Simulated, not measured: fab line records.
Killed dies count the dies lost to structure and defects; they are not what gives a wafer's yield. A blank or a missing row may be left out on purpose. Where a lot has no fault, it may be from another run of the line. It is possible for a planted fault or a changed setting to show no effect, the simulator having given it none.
Chamber matching -- flow gf180mcu -- cmp-01 running GF_CONTACT_CMP_04: 4 sister chambers
The step polishes SiO2. 16 wafers are shown with their chamber, then 8 later ones without.

== WAFERS PAIRED WITH THEIR CHAMBERS ==
wafer,chamber,motorCurrentA (A),timeToEndpointS (s)
L624.3,1,11.4,107
L624.4,2,11.9,124
L624.5,0,12.5,113
L627.1,1,11.4,100
L627.3,2,11.5,109
L627.6,2,11.0,119
L628.1,1,11.5,102
L628.2,3,10.1,113
L628.5,0,11.7,115
L630.1,1,11.6,101
L630.4,0,12.4,106
L630.5,2,11.4,113
L631.1,3,10.3,107
L631.2,1,10.8,101
L631.3,2,11.0,107
L641.4,1,11.6,107

SIGNATURES, as means of the wafers listed above
reading,chamber 0,chamber 1,chamber 2,chamber 3,scatter within a chamber
motorCurrentA,12.200,11.383,11.360,10.200,0.344
timeToEndpointS,111.33,103.00,114.40,110.00,5.1
Rule: a wafer lies at a distance from a chamber equal to the root of the sum of squares, over the readings, of (its reading less the chamber's mean, divided by the reading's scatter). If the next closest chamber is less than 2 further off than the closest, the wafer can't be placed; otherwise it belongs to the closest. The scatter is the square root of a quotient: the sum, over the shown wafers, of each reading's squared deviation from its chamber's mean, divided by wafers minus chambers.

== WAFERS WITH NO CHAMBER GIVEN ==
wafer,motorCurrentA (A),timeToEndpointS (s)
L641.5,11.6,112
L641.6,10.2,119
L645.1,11.0,100
L645.4,11.7,106
L645.5,10.6,110
L646.1,10.9,107
L646.2,11.9,107
L646.4,9.9,114

== WHICH CHAMBER EACH WENT THROUGH ==
wafer,from the rows above,in truth
L641.5,can't be placed: 2 or 0 or 1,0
L641.6,can't be placed: 3 or 2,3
L645.1,can't be placed: 1 or 2 or 3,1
L645.4,can't be placed: 1 or 0 or 2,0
L645.5,can't be placed: 3 or 2 or 1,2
L646.1,can't be placed: 1 or 2 or 3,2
L646.2,can't be placed: 0 or 1 or 2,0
L646.4,3,3
Correct placement for 1 of the 8. Not placeable from these rows: 7 (in 7, the candidates include the true chamber). Placed wrongly: 0.
